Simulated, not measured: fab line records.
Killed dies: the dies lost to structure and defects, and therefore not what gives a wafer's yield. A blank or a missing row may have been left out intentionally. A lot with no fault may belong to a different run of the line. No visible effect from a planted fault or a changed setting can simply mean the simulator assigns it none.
Problem report in the 8D (eight disciplines) form, filled by code ; flow sky130 ; the parts of the form that need people (team, actions taken, sign-off) are left out

1. PROBLEM STATEMENT
Mean LDD_P_TW at SKY_LDD_P_TW_MEAS_11: 458 over 6 wafers in 2 lots; fault-free wafers: 631, standard deviation 4.7. Relative to the usual mean, that is a shift of -37 standard deviations.
The first sign was on wafer L109.1 at day 23 11:32, on film_metro-04. Wafers with a number at this step in the record: 36, from 12 lots. The rule behind "out" and "out of limits": a value lying over 4 standard deviations away from the usual mean. Any other wafer with a number is counted as sound.

2. WHAT IT IS; WHAT IT IS NOT
question;is;is not
which readings at this step;LDD_P_TW;-
which lots;L109, L112;L100, L101, L105, L116, L118, L119, L120, L997, L998, L999
which wafers of those lots;all that have a number;-
read on which gauges;film_metro-04;film_metro-02, film_metro-03
when;from day 23 11:32;"up to then (18 sound wafers); but 12 sound wafers of L116, L118, L119, L120 came after"

3. SUSPECTS, AND WHAT RULES EACH OUT
Counting: a tool at any process step up to the reading remains a suspect when it ran all the lots that are out and ran no sound lot after the first of those.
- the gauge at SKY_LDD_P_TW_MEAS_11 is ruled out. All the wafers that are out were read on film_metro-04, but those of them that SKY_LDD_P_IMPLANT_09 has rows for are out there too, on other tools.
- plasma_asher-04 at SKY_POLY_GATE_STRIP_18 (strips in O2/N2): kept. All lots that are out passed through it, beginning with L109 at day 20 18:38, and no sound lot followed; its final sound lot before that point was L105 at day 19 12:29.
- implanter-04 at SKY_LDD_P_IMPLANT_09: kept. All lots that are out passed through it, beginning with L109 at day 23 11:17, and no sound lot followed; its final sound lot before that point was L105 at day 22 05:17. Its own dose_ions_cm2, faraday_current_uA readings are out on those wafers.
Remaining after the count are plasma_asher-04 at SKY_POLY_GATE_STRIP_18 and implanter-04 at SKY_LDD_P_IMPLANT_09.

4. THE CAUSE (what the simulator had put in)
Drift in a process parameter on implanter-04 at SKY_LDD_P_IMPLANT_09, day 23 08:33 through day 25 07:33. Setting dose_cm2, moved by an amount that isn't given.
This tool is one of the 2 suspects left after counting.

5. THE CHAIN OF EFFECTS, in route order
One row per reading whose mean, taken over the struck wafers that have a number, lies over 3 standard deviations from the usual. Readings are gone through only where the record gives a usual standard deviation; hours: the median, over the lots, of the time from a lot's start at the first step in this table giving one to that lot's start at this step; sigmas: the change measured in usual standard deviations.
hours;step;reading;usual;on struck wafers;change;sigmas
0;SKY_LDD_P_IMPLANT_09;dose_ions_cm2;1e+13;3e+12;-7e+12;-99 or more
0;SKY_LDD_P_IMPLANT_09;faraday_current_uA;56.3;19.4;-36.9;-34
0;SKY_LDD_P_TW_MEAS_11;LDD_P_TW;631;458;-172;-37
It contains these process steps:
- SKY_LDD_P_IMPLANT_09

6. WHAT WOULD HAVE CAUGHT IT SOONER
The first out-of-limits reading at a measuring or inspecting step in this record came at day 23 11:32, 3 hours after the fault's start at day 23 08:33.
The tool's own readings at SKY_LDD_P_IMPLANT_09 were out on every struck wafer that the step has a row for (dose_ions_cm2, faraday_current_uA): an alarm limit on them would have fired on the first of those.
Of the lots that are out (2), L112 began SKY_LDD_P_IMPLANT_09 on implanter-04 after day 23 11:32. It would have been spared by a hold on the tool at that moment.
